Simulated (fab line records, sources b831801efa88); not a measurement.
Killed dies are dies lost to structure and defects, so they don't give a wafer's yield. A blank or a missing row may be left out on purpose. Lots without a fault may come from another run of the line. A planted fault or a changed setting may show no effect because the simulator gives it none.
fab line records | flow sky130
record lots=13 wafers=39 last_day=50
route steps=708 shown FIELD_ISO@29 PWDE@54 LI_CONTACT@364 PAD_OPEN@708
lots that met no fault: from a run of the same line without faults
start_h: hours from the record's first day to the start of the lot's first wafer shown | wait_h: hours since the lot's step before | " the same as in the row above | L1.1+2: a row that stands for several wafers | - no value, or no start given | * or withheld: withheld | < > ~ a bound
route shown NAME@n: a module of which the file shows steps, and the number in the route of the first | usual: mean/standard deviation of fault-free wafers | same: alike in all rows | chamber/n: place in a boat | sites: the reading at each site | _std_site: their standard deviation | _edge_site: outer sites' mean less inner sites' | radius_mm: how far each site lies from the wafer's centre | mask NAME#n: copy n | behind: the tool/chamber that last shaped the wafer | hold: why the lot was held/for how many hours/how that ended | device: the transistor (n, p or np) that didn't switch | end of line: the same wafers' tests at the end of the route | a step without rows: its recipe alone | killed: dies lost to structure and defects at the first sort, not the wafer's yield | map: a wafer's dies, x killed, . not, _ none there
set.NAME: the setting as run; set.NAME@STEP: as run at that earlier step | model.NAME: the simulator's own value behind a step, which no gauge read
steps of the route over a sample of lots; a table a step, a row a wafer
services: from which hour (start_h, from the record's first day; less than 0 if before it) a tool's chamber was out of use, for how many hours, and why
## steps
# step SKY_FIELD_ISO_WET_ETCH_28
# recipe chemistry=dHF target_depth_nm=23.7 target=SiO2 dilution=10:1 temp_c=25 time_s=47
# usual bath_heat_duty_pct=5.9/1.1 run_length_s=77/3.4 time_s=47/0
# columns lot.wafer tool chamber start_h wait_h bath_heat_duty_pct run_length_s time_s
L386.1 wet_bench-04 2 41.36 0.1 4.5 74 47
L386.2 " 2 " " 3.9 74 47
L386.6 " 2 " " 3.9 74 47
L388.3 wet_bench-01 3 54.04 0.1 5.9 79 47
L388.5 " 3 " " 5.8 79 47
L388.6 " 3 " " 6.4 79 47
L390.1 wet_bench-01 1 61.64 0.2 - - -
L390.4 " 1 " " - - -
L390.6 " 1 " " - - -
L391.1 wet_bench-04 2 67.35 0.2 - - -
L391.2 " 2 " " - - -
L391.5 " 2 " " - - -
L392.2 wet_bench-04 2 74.01 0.1 - - -
L392.4 " 2 " " - - -
L392.6 " 2 " " - - -
L393.1 wet_bench-04 0 80.36 0.2 6.7 80 47
L393.2 " 0 " " 7.5 80 47
L393.5 " 0 " " 5.5 80 47
L400.3 wet_bench-04 2 117.68 0.1 3.8 75 47
L400.4 " 2 " " 4.2 75 47
L400.6 " 2 " " 4.9 75 47
L401.2 wet_bench-03 2 119.64 0.1 5.9 80 47
L401.4 " 2 " " 6.4 80 47
L401.5 " 2 " " 6.1 80 47
L402.2 wet_bench-01 2 128.12 0.1 6.6 74 47
L402.3 " 2 " " 6.5 74 47
L402.5 " 2 " " 5.8 74 47
L403.1 wet_bench-01 3 132.54 0.2 5.3 72 47
L403.2 " 3 " " 6.0 72 47
L403.6 " 3 " " 5.5 72 47
L406.2 wet_bench-03 3 145.43 0.2 7.1 81 47
L406.3 " 3 " " 6.8 81 47
L406.4 " 3 " " 6.1 81 47
L407.1 wet_bench-01 1 151.28 0.2 6.1 73 47
L407.2 " 1 " " 5.4 73 47
L407.3 " 1 " " 5.3 73 47
L408.3 wet_bench-04 2 157.91 0.2 5.2 80 47
L408.4 " 2 " " 3.5 80 47
L408.5 " 2 " " 4.9 80 47
# step SKY_PWDE_STRIP_09
# recipe chemistry=O2/N2 power_w=1400 pressure_mtorr=1500 platen_temp_c=withheld o2_flow_sccm=3000 n2_flow_sccm=300 overash_fraction=0.5
# usual chamber_pressure_mTorr=1499.9/1.3 drypump_motor_current_A=5.5/0.39 oes_product_au=0.722/0.0048 strip_time_to_endpoint_s=36.94/0.094
# columns lot.wafer tool chamber start_h wait_h chamber_pressure_mTorr drypump_motor_current_A oes_product_au rf_hours_counter_h strip_time_to_endpoint_s
L386.1 plasma_asher-01 0 77.62 0.1 1499.3 5.7 0.721 25 36.86
L386.2 " 1 " " 1500.9 5.3 0.716 25 36.94
L386.6 " 1 " " 1499.9 5.3 0.732 - 37.03
L388.3 plasma_asher-02 0 90.86 0.1 1500.7 5.8 0.714 - 37.08
L388.5 " 0 " " 1500.5 5.8 0.735 - 37.04
L388.6 " 1 " " 1500.2 6.0 0.720 - 37.05
L390.1 plasma_asher-02 1 99.77 0.1 1501.4 6.0 0.722 39 36.89
L390.4 " 0 " " 1500.0 5.8 0.724 - 37.03
L390.6 " 0 " " 1499.5 5.8 0.721 - 36.99
L391.1 plasma_asher-04 0 104.93 0.1 1499.6 5.6 0.725 39 36.86
L391.2 " 1 " " 1500.3 4.9 0.726 39 36.79
L391.5 " 0 " " 1499.5 5.6 0.721 - 36.86
L392.2 plasma_asher-04 0 115.07 0.1 1500.8 5.6 0.727 41 36.95
L392.4 " 0 " " 1498.5 5.6 0.719 - 36.94
L392.6 " 0 " " 1497.7 5.6 0.725 - 37.00
L393.1 plasma_asher-01 0 120.18 0.1 1498.1 5.7 0.716 29 36.92
L393.2 " 1 " " 1498.8 5.3 0.729 29 36.92
L393.5 " 1 " " 1501.6 5.3 0.730 - 36.93
L400.3 plasma_asher-02 0 159.45 0.1 1501.1 5.8 0.720 - 37.17
L400.4 " 1 " " 1500.6 6.1 0.715 - 37.16
L400.6 " 0 " " 1500.6 5.8 0.718 - 37.08
L401.2 plasma_asher-04 1 165.67 0.1 1500.0 4.9 0.722 46 36.77
L401.4 " 1 " " 1501.0 4.9 0.722 - 36.74
L401.5 " 0 " " 1500.3 5.6 0.722 - 36.87
L402.2 plasma_asher-04 0 172.63 0.1 1502.7 5.6 0.717 46 36.88
L402.3 " 1 " " 1502.0 4.9 0.721 - 36.86
L402.5 " 0 " " 1501.0 5.6 0.718 - 36.97
L403.1 plasma_asher-02 0 177.82 0.1 1498.9 5.8 0.725 47 37.03
L403.2 " 1 " " 1499.3 6.0 0.724 47 37.00
L403.6 " 0 " " 1499.7 5.8 0.720 - 37.03
L406.2 plasma_asher-02 1 189.77 0.1 1500.3 6.0 0.721 48 36.95
L406.3 " 1 " " 1501.7 6.1 0.727 - 36.90
L406.4 " 0 " " 1500.7 5.8 0.724 - 36.95
L407.1 plasma_asher-04 0 198.07 0.1 1498.4 5.6 0.723 49 36.80
L407.2 " 1 " " 1504.0 4.9 0.713 49 36.90
L407.3 " 1 " " 1500.9 4.9 0.717 - 36.97
L408.3 plasma_asher-04 1 203.55 0.1 1500.8 4.9 0.725 - 36.86
L408.4 " 0 " " 1499.9 5.6 0.721 - 36.81
L408.5 " 0 " " 1498.0 5.6 0.723 - 36.75
# step SKY_LI_CONTACT_CMP_02
# recipe material=PSG down_force_psi=4 platen_rpm=60 pad_velocity_m_s=0.94248
# usual motor_current_A=11.9/1.1 time_to_endpoint_s=31.1/2.3
# columns lot.wafer tool chamber start_h wait_h motor_current_A time_to_endpoint_s
L386.1 cmp-02 0 663.88 0.1 11.6 29.3
L386.2 " 1 " " 12.4 28.5
L386.6 " 1 " " 12.6 32.5
L388.3 cmp-01 2 685.66 0.1 8.9 26.4
L388.5 " 1 " " 11.1 27.4
L388.6 " 2 " " 9.4 25.1
L390.4 cmp-02 3 700.53 0.0 12.4 30.5
L390.1 " 0 " " 11.7 29.2
L390.6 " 3 " " 12.1 28.7
L391.1 cmp-01 0 709.47 0.1 12.9 34.3
L391.2 " 2 " " 9.5 29.7
L391.5 " 0 " " 12.5 33.5
L392.4 cmp-02 3 721.72 0.0 13.0 33.6
L392.2 " 0 " " 11.5 31.9
L392.6 " 3 " " 12.7 32.5
L393.1 cmp-02 3 733.67 0.1 12.1 34.2
L393.2 " 2 " " 12.5 34.0
L393.5 " 3 " " 12.5 34.1
L400.4 cmp-01 2 784.80 0.1 9.4 31.0
L400.3 " 0 " " 12.4 32.6
L400.6 " 2 " " 9.3 29.7
L401.4 cmp-01 2 793.01 0.1 9.2 34.3
L401.2 " 0 " " 12.3 33.9
L401.5 " 1 " " 11.4 31.3
L402.3 cmp-01 2 798.22 0.1 8.9 27.3
L402.2 " 3 " " 11.3 29.6
L402.5 " 1 " " 10.6 29.2
L403.2 cmp-02 0 806.01 0.1 12.3 30.7
L403.1 " 1 " " 12.1 33.6
L403.6 " 3 " " 13.4 33.9
L406.3 cmp-02 0 819.12 0.1 11.7 31.7
L406.2 " 1 " " 12.3 31.6
L406.4 " 2 " " 13.2 29.9
L407.1 cmp-02 1 826.86 0.1 12.3 30.9
L407.3 " 2 " " 13.5 33.4
L407.2 " 3 " " 12.0 34.8
L408.4 cmp-02 3 842.62 0.1 12.4 32.8
L408.3 " 0 " " 11.3 34.2
L408.5 " 3 " " 12.7 36.1
# step SKY_LI_CONTACT_CVD_21
# recipe material=W target_thk_nm=400 time_s=120.56 temp_c=400 pressure_torr=40
# usual heater_power_w=919/110
# same time_s=120.56
# columns lot.wafer tool chamber start_h wait_h heater_power_w
L386.1 cvd_w-02 1 692.47 0.0 926
L386.2 " 0 " " 1109
L386.6 " 0 " " 1098
L388.3 cvd_w-01 1 714.20 0.1 798
L388.5 " 0 " " 936
L388.6 " 1 " " 794
L390.1 cvd_w-01 0 729.05 0.0 920
L390.4 " 0 " " 929
L390.6 " 1 " " 798
L391.1 cvd_w-01 1 738.95 0.0 778
L391.2 " 0 " " 898
L391.5 " 0 " " 925
L392.2 cvd_w-01 0 749.20 0.0 926
L392.4 " 0 " " 925
L392.6 " 0 " " 911
L393.1 cvd_w-02 1 761.61 0.0 928
L393.2 " 0 " " 1105
L393.5 " 1 " " 918
L400.3 cvd_w-01 1 810.09 0.1 780
L400.4 " 0 " " 943
L400.6 " 0 " " 942
L401.2 cvd_w-01 0 818.16 0.0 924
L401.4 " 0 " " 969
L401.5 " 1 " " 798
L402.2 cvd_w-01 0 823.30 0.0 930
L402.3 " 0 " " 985
L402.5 " 1 " " 783
L403.1 cvd_w-02 1 830.65 0.0 925
L403.2 " 0 " " 1129
L403.6 " 1 " " 949
L406.2 cvd_w-01 1 846.22 0.0 801
L406.3 " 1 " " 781
L406.4 " 0 " " 934
L407.1 cvd_w-01 0 853.21 0.0 944
L407.2 " 1 " " 793
L407.3 " 1 " " 785
L408.3 cvd_w-01 0 869.01 0.1 933
L408.4 " 1 " " 777
L408.5 " 0 " " 923
# step SKY_PAD_OPEN_PROBE_99
# usual killed_at_M0_to_M3=43/7.8 killed_at_M4_up=3.2/1.9 killed_at_contacts=24/5 killed_at_front_end=14/4.5 killed_at_other=0.2/0.41 killed_dies=84/9.6 killed_on_rim=17/3.8 killed_open=47/6.9 killed_short=38/6
# same gross_dies=492 killed_at_back_side=0
# columns lot.wafer tool chamber start_h wait_h killed_at_M0_to_M3 killed_at_M4_up killed_at_contacts killed_at_front_end killed_at_other killed_dies killed_on_rim killed_open killed_short
L386.1 prober-01 - 1080.30 0.1 41 1 25 12 0 79 17 44 35
L386.2 prober-01 - 1080.35 0.1 45 6 26 9 0 86 20 50 36
L386.6 prober-01 - 1080.55 0.2 41 5 23 14 0 83 16 48 35
L388.3 prober-02 - 1097.05 0.2 50 3 26 8 0 87 18 48 39
L388.5 prober-02 - 1097.15 0.2 38 4 30 15 0 87 16 50 37
L388.6 prober-02 - 1097.20 0.2 39 3 29 14 1 86 14 38 48
L390.1 prober-01 - 1110.21 0.1 28 3 24 21 0 76 10 43 33
L390.4 prober-01 - 1110.36 0.2 43 3 26 13 0 85 26 48 37
L390.6 prober-01 - 1110.46 0.2 32 0 33 14 1 80 16 51 29
L391.1 prober-02 - 1117.11 0.1 40 7 22 10 1 80 19 41 39
L391.2 prober-02 - 1117.16 0.1 42 5 23 14 0 84 19 47 37
L391.5 prober-02 - 1117.31 0.2 32 3 23 18 1 77 20 38 39
L392.2 prober-01 - 1124.20 0.1 56 4 30 14 1 105 23 62 43
L392.4 prober-01 - 1124.30 0.2 38 3 35 21 1 98 15 56 42
L392.6 prober-01 - 1124.40 0.2 53 5 24 14 1 97 21 52 44
L393.1 prober-02 - 1132.10 0.1 54 2 34 16 0 106 22 58 48
L393.2 prober-02 - 1132.15 0.1 47 3 42 18 0 110 18 57 53
L393.5 prober-02 - 1132.30 0.2 56 2 28 13 0 99 21 52 47
L400.3 prober-01 - 1175.12 0.2 33 1 18 10 0 62 16 28 34
L400.4 prober-01 - 1175.17 0.2 36 5 19 14 0 74 16 41 33
L400.6 prober-01 - 1175.27 0.2 38 2 22 15 1 78 13 42 36
L401.2 prober-02 - 1177.99 0.1 51 8 20 24 0 103 26 56 47
L401.4 prober-02 - 1178.09 0.2 43 0 14 10 0 67 15 34 33
L401.5 prober-02 - 1178.14 0.2 46 2 13 8 0 69 10 43 26
L402.2 prober-01 - 1180.15 0.1 36 1 26 14 0 77 19 41 36
L402.3 prober-01 - 1180.20 0.2 40 4 21 18 0 83 23 48 35
L402.5 prober-01 - 1180.30 0.2 38 2 24 10 1 75 17 40 35
L403.1 prober-02 - 1186.50 0.1 50 3 15 15 0 83 19 46 37
L403.2 prober-02 - 1186.55 0.1 47 2 32 14 0 95 22 55 40
L403.6 prober-02 - 1186.75 0.2 43 2 18 11 0 74 17 41 33
L406.2 prober-01 - 1195.40 0.1 49 0 26 17 0 92 21 49 43
L406.3 prober-01 - 1195.45 0.2 57 5 25 10 0 97 18 39 58
L406.4 prober-01 - 1195.50 0.2 37 3 27 18 0 85 17 43 42
L407.1 prober-01 - 1196.36 0.1 47 4 27 15 0 93 13 54 39
L407.2 prober-01 - 1196.41 0.1 40 1 22 8 0 71 14 47 24
L407.3 prober-01 - 1196.46 0.2 39 5 30 16 0 90 19 54 36
L408.3 prober-01 - 1207.66 0.2 49 6 24 11 0 90 19 46 44
L408.4 prober-01 - 1207.71 0.2 55 1 17 11 0 84 12 49 35
L408.5 prober-01 - 1207.76 0.2 38 3 23 12 0 76 21 38 38
# killed by level:class
L386.1 VIA3:geometric_particle:open=10 CONTACT:geometric_particle:short=9 VIA2:geometric_particle:open=8 VIA1:geometric_particle:open=8 CONTACT:geometric_particle:open=7 LI_CONTACT:geometric_particle:open=6 METAL2:geometric_particle:short=4 METAL3:geometric_particle:short=4
L386.2 CONTACT:geometric_particle:open=11 VIA1:geometric_particle:open=9 LI_CONTACT:geometric_particle:open=7 METAL1:geometric_particle:short=7 VIA3:geometric_particle:open=7 METAL2:geometric_particle:short=6 VIA2:geometric_particle:open=6 VIA3:geometric_particle:short=5
L386.6 CONTACT:geometric_particle:open=9 VIA1:geometric_particle:open=8 LI_CONTACT:geometric_particle:open=7 VIA2:geometric_particle:open=7 METAL2:geometric_particle:short=7 CONTACT:geometric_particle:short=5 VIA3:geometric_particle:open=5 FIELD_ISO:geometric_particle:short=3
L388.3 VIA1:geometric_particle:open=11 CONTACT:geometric_particle:open=9 VIA3:geometric_particle:open=8 VIA2:geometric_particle:open=7 LOCAL_INTERCONNECT:geometric_particle:short=6 LI_CONTACT:geometric_particle:open=5 METAL1:geometric_particle:short=5 VIA3:geometric_particle:short=5
L388.5 VIA1:geometric_particle:open=10 LI_CONTACT:geometric_particle:open=8 CONTACT:geometric_particle:open=7 VIA3:geometric_particle:open=7 POLY_GATE:geometric_particle:open=6 POLY_GATE:geometric_particle:short=4 LI_CONTACT:geometric_particle:short=4 LOCAL_INTERCONNECT:geometric_particle:short=4
L388.6 LI_CONTACT:geometric_particle:short=7 CONTACT:geometric_particle:open=7 VIA3:geometric_particle:open=7 LOCAL_INTERCONNECT:geometric_particle:short=6 METAL1:geometric_particle:short=6 VIA1:geometric_particle:open=6 LI_CONTACT:geometric_particle:open=5 VIA3:geometric_particle:short=5
L390.1 POLY_GATE:geometric_particle:open=9 CONTACT:geometric_particle:open=9 METAL2:geometric_particle:short=8 LOCAL_INTERCONNECT:geometric_particle:short=5 VIA1:geometric_particle:open=5 FIELD_ISO:geometric_particle:open=4 LI_CONTACT:geometric_particle:open=4 CONTACT:geometric_particle:short=3
L390.4 CONTACT:geometric_particle:open=11 METAL2:geometric_particle:short=7 VIA1:geometric_particle:open=7 VIA2:geometric_particle:short=6 VIA2:geometric_particle:open=5 VIA3:geometric_particle:open=5 CONTACT:geometric_particle:short=4 LI_CONTACT:geometric_particle:open=4
L390.6 VIA1:geometric_particle:open=11 CONTACT:geometric_particle:open=10 LI_CONTACT:geometric_particle:open=8 VIA3:geometric_particle:open=7 CONTACT:geometric_particle:short=6 FIELD_ISO:geometric_particle:open=4 POLY_GATE:geometric_particle:short=4 LOCAL_INTERCONNECT:geometric_particle:short=4
L391.1 VIA2:geometric_particle:open=7 LI_CONTACT:geometric_particle:open=6 CONTACT:geometric_particle:open=5 VIA3:geometric_particle:open=5 VIA1:geometric_particle:open=5 METAL4:geometric_particle:short=5 LOCAL_INTERCONNECT:geometric_particle:short=4 VIA1:geometric_particle:short=4
L391.2 VIA1:geometric_particle:open=11 VIA3:geometric_particle:open=8 CONTACT:geometric_particle:open=7 LOCAL_INTERCONNECT:geometric_particle:short=6 CONTACT:geometric_particle:short=6 METAL1:geometric_particle:short=6 VIA2:geometric_particle:open=6 POLY_GATE:geometric_particle:open=5
L391.5 CONTACT:geometric_particle:open=7 FIELD_ISO:geometric_particle:short=6 VIA1:geometric_particle:open=6 POLY_GATE:geometric_particle:open=5 VIA3:geometric_particle:open=5 CONTACT:geometric_particle:short=5 METAL1:geometric_particle:short=5 LOCAL_INTERCONNECT:geometric_particle:short=4
L392.2 VIA1:geometric_particle:open=15 CONTACT:geometric_particle:open=10 VIA2:geometric_particle:open=9 METAL1:geometric_particle:short=7 LI_CONTACT:geometric_particle:open=6 VIA3:geometric_particle:open=6 VIA1:geometric_particle:short=6 LOCAL_INTERCONNECT:geometric_particle:short=5
L392.4 CONTACT:geometric_particle:open=15 VIA1:geometric_particle:open=10 LI_CONTACT:geometric_particle:open=8 VIA1:geometric_particle:short=7 POLY_GATE:geometric_particle:open=6 FIELD_ISO:geometric_particle:short=5 POLY_GATE:geometric_particle:short=5 LI_CONTACT:geometric_particle:short=5
L392.6 VIA1:geometric_particle:open=11 CONTACT:geometric_particle:open=10 VIA2:geometric_particle:open=8 METAL2:geometric_particle:short=7 VIA2:geometric_particle:short=6 METAL1:geometric_particle:short=5 VIA1:geometric_particle:short=4 POLY_GATE:geometric_particle:open=4
L393.1 CONTACT:geometric_particle:open=16 VIA1:geometric_particle:open=14 METAL1:geometric_particle:short=7 FIELD_ISO:geometric_particle:short=6 VIA3:geometric_particle:open=6 LI_CONTACT:geometric_particle:open=6 METAL3:geometric_particle:short=6 FIELD_ISO:geometric_particle:open=5
L393.2 CONTACT:geometric_particle:open=13 LI_CONTACT:geometric_particle:open=9 VIA1:geometric_particle:open=8 METAL2:geometric_particle:short=7 VIA3:geometric_particle:short=6 LOCAL_INTERCONNECT:geometric_particle:short=6 CONTACT:geometric_particle:short=6 VIA2:geometric_particle:open=6
L393.5 VIA1:geometric_particle:open=12 VIA3:geometric_particle:open=11 CONTACT:geometric_particle:short=8 CONTACT:geometric_particle:open=8 VIA2:geometric_particle:short=7 LOCAL_INTERCONNECT:geometric_particle:short=6 METAL3:geometric_particle:short=5 VIA2:geometric_particle:open=5
L400.3 METAL1:geometric_particle:short=8 LI_CONTACT:geometric_particle:open=7 VIA1:geometric_particle:open=4 LI_CONTACT:geometric_particle:short=4 VIA3:geometric_particle:open=4 LOCAL_INTERCONNECT:geometric_particle:short=3 CONTACT:geometric_particle:open=3 METAL1:geometric_particle:open=3
L400.4 CONTACT:geometric_particle:open=8 VIA1:geometric_particle:open=8 FIELD_ISO:geometric_particle:short=4 LI_CONTACT:geometric_particle:open=4 METAL2:geometric_particle:short=4 VIA3:geometric_particle:open=4 FIELD_ISO:geometric_particle:open=3 POLY_GATE:geometric_particle:open=3
L400.6 LI_CONTACT:geometric_particle:open=9 METAL1:geometric_particle:short=8 CONTACT:geometric_particle:open=7 VIA3:geometric_particle:open=7 METAL2:geometric_particle:short=6 VIA1:geometric_particle:open=6 FIELD_ISO:geometric_particle:short=5 FIELD_ISO:geometric_particle:open=3
L401.2 VIA1:geometric_particle:open=14 VIA2:geometric_particle:open=11 CONTACT:geometric_particle:open=8 POLY_GATE:geometric_particle:short=7 POLY_GATE:geometric_particle:open=6 VIA3:geometric_particle:open=6 LOCAL_INTERCONNECT:geometric_particle:short=6 METAL1:geometric_particle:short=5
L401.4 METAL2:geometric_particle:short=11 VIA1:geometric_particle:open=9 VIA2:geometric_particle:open=8 CONTACT:geometric_particle:open=4 VIA3:geometric_particle:short=4 FIELD_ISO:geometric_particle:open=3 LI_CONTACT:geometric_particle:open=3 CONTACT:geometric_particle:short=3
L401.5 VIA1:geometric_particle:open=20 CONTACT:geometric_particle:open=7 VIA1:geometric_particle:short=5 VIA2:geometric_particle:open=4 FIELD_ISO:geometric_particle:open=3 LOCAL_INTERCONNECT:geometric_particle:short=3 METAL1:geometric_particle:short=3 VIA2:geometric_particle:short=3
L402.2 VIA3:geometric_particle:open=9 LI_CONTACT:geometric_particle:short=8 VIA1:geometric_particle:open=8 LI_CONTACT:geometric_particle:open=7 FIELD_ISO:geometric_particle:open=6 VIA1:geometric_particle:short=5 VIA2:geometric_particle:open=4 CONTACT:geometric_particle:short=4
L402.3 VIA1:geometric_particle:open=11 CONTACT:geometric_particle:open=8 CONTACT:geometric_particle:short=8 VIA3:geometric_particle:open=5 METAL2:geometric_particle:short=5 METAL1:geometric_particle:short=4 VIA1:geometric_particle:short=4 VIA2:geometric_particle:open=4
L402.5 VIA1:geometric_particle:open=10 CONTACT:geometric_particle:open=8 CONTACT:geometric_particle:short=6 VIA3:geometric_particle:open=6 VIA2:geometric_particle:open=5 VIA3:geometric_particle:short=5 LOCAL_INTERCONNECT:geometric_particle:short=4 FIELD_ISO:geometric_particle:short=4
L403.1 VIA1:geometric_particle:open=12 METAL1:geometric_particle:short=8 METAL2:geometric_particle:short=8 VIA3:geometric_particle:open=6 FIELD_ISO:geometric_particle:open=5 LI_CONTACT:geometric_particle:open=5 CONTACT:geometric_particle:open=5 POLY_GATE:geometric_particle:open=4
L403.2 VIA1:geometric_particle:open=13 CONTACT:geometric_particle:open=12 CONTACT:geometric_particle:short=8 VIA3:geometric_particle:open=7 VIA2:geometric_particle:open=6 VIA1:geometric_particle:short=6 METAL3:geometric_particle:short=5 LI_CONTACT:geometric_particle:open=5
L403.6 VIA1:geometric_particle:open=9 LI_CONTACT:geometric_particle:open=8 METAL1:geometric_particle:short=7 VIA2:geometric_particle:open=6 CONTACT:geometric_particle:open=5 VIA3:geometric_particle:short=5 FIELD_ISO:geometric_particle:open=4 VIA1:geometric_particle:short=4
L406.2 METAL2:geometric_particle:short=9 VIA3:geometric_particle:open=9 LI_CONTACT:geometric_particle:open=7 VIA1:geometric_particle:open=7 FIELD_ISO:geometric_particle:open=6 LOCAL_INTERCONNECT:geometric_particle:short=6 CONTACT:geometric_particle:short=5 CONTACT:geometric_particle:open=5
L406.3 VIA1:geometric_particle:open=11 LOCAL_INTERCONNECT:geometric_particle:short=9 METAL1:geometric_particle:short=8 METAL3:geometric_particle:short=7 METAL2:geometric_particle:short=6 VIA1:geometric_particle:short=6 VIA2:geometric_particle:open=6 CONTACT:geometric_particle:short=5
L406.4 LI_CONTACT:geometric_particle:open=11 METAL2:geometric_particle:short=7 VIA2:geometric_particle:open=7 LOCAL_INTERCONNECT:geometric_particle:short=6 VIA1:geometric_particle:open=6 POLY_GATE:geometric_particle:open=5 CONTACT:geometric_particle:short=5 CONTACT:geometric_particle:open=5
L407.1 VIA1:geometric_particle:open=9 CONTACT:geometric_particle:open=8 VIA2:geometric_particle:open=8 VIA3:geometric_particle:open=7 FIELD_ISO:geometric_particle:open=6 LI_CONTACT:geometric_particle:open=6 CONTACT:geometric_particle:short=5 METAL1:geometric_particle:short=5
L407.2 VIA1:geometric_particle:open=12 CONTACT:geometric_particle:open=7 LI_CONTACT:geometric_particle:open=6 METAL1:geometric_particle:short=6 VIA2:geometric_particle:open=6 VIA3:geometric_particle:open=4 CONTACT:geometric_particle:short=4 LOCAL_INTERCONNECT:geometric_particle:short=3
L407.3 VIA1:geometric_particle:open=12 CONTACT:geometric_particle:open=11 LI_CONTACT:geometric_particle:open=8 METAL1:geometric_particle:short=7 VIA1:geometric_particle:short=6 FIELD_ISO:geometric_particle:open=4 POLY_GATE:geometric_particle:open=4 LI_CONTACT:geometric_particle:short=4
L408.3 VIA1:geometric_particle:open=12 CONTACT:geometric_particle:open=9 VIA2:geometric_particle:open=8 CONTACT:geometric_particle:short=6 METAL2:geometric_particle:short=5 LOCAL_INTERCONNECT:geometric_particle:short=5 POLY_GATE:geometric_particle:short=4 METAL1:geometric_particle:short=4
L408.4 VIA1:geometric_particle:open=16 VIA2:geometric_particle:open=12 VIA1:geometric_particle:short=8 METAL1:geometric_particle:short=5 CONTACT:geometric_particle:open=5 METAL3:geometric_particle:short=4 LI_CONTACT:geometric_particle:open=4 VIA2:geometric_particle:short=4
L408.5 LI_CONTACT:geometric_particle:open=7 VIA3:geometric_particle:open=6 VIA1:geometric_particle:open=6 FIELD_ISO:geometric_particle:short=5 LOCAL_INTERCONNECT:geometric_particle:short=5 CONTACT:geometric_particle:open=5 METAL1:geometric_particle:short=5 VIA1:geometric_particle:short=5
## services
# columns tool chamber start_h hours kind
cvd_w-01 - 45.22 0.4 repair
cmp-02 - 64.00 4.0 pm
cmp-02 - 105.32 8.6 pm
cmp-02 - 114.64 2.4 repair
cvd_w-01 - 123.29 0.6 repair
cvd_w-01 - 193.43 0.6 repair
cmp-02 - 249.66 1.1 repair
cmp-02 - 302.79 74.2 repair
cvd_w-01 1 319.38 15.2 repair
cmp-02 - 322.42 1.0 repair
cmp-02 - 334.26 1.4 repair
cmp-02 - 367.14 4.1 repair
cmp-02 - 400.59 4.2 repair
cmp-02 - 404.82 4.0 pm
cmp-02 - 474.23 4.9 pm
cmp-02 - 489.80 1.2 repair
cvd_w-01 - 491.18 6.0 pm
cmp-02 - 491.45 1.6 repair
cmp-02 - 514.74 4.9 pm
cmp-02 - 568.14 0.7 repair
cvd_w-01 - 647.32 2.8 pm
cvd_w-01 - 778.51 14.6 pm
cvd_w-01 - 801.76 3.6 repair
cvd_w-01 - 806.84 0.6 repair
## key
first_sign step=SKY_FIELD_ISO_WET_ETCH_28 reading=tool_record direction=missing
effect none on later readings
met_at SKY_FIELD_ISO_WET_ETCH_28
struck_lots L390,L391,L392
tester_left_out L390,L391,L392
not_acting_at SKY_PWDE_STRIP_09,SKY_LI_CONTACT_CMP_02,SKY_LI_CONTACT_CVD_21
onset_between 54.04 61.64
fault kind=skipped_step_whole tool=wet_bench-01,wet_bench-04 chamber=- onset_h=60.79 steps=SKY_FIELD_ISO_WET_ETCH_28 scope=struck_lots_only
# tester_left_out: of these lots the tester's yield and bins aren't shown, on N5 and GAA mostly nor the transistor test; their killed dies are dies lost to structure and defects alone, not to doping, threshold or leakage, so they don't give the yield
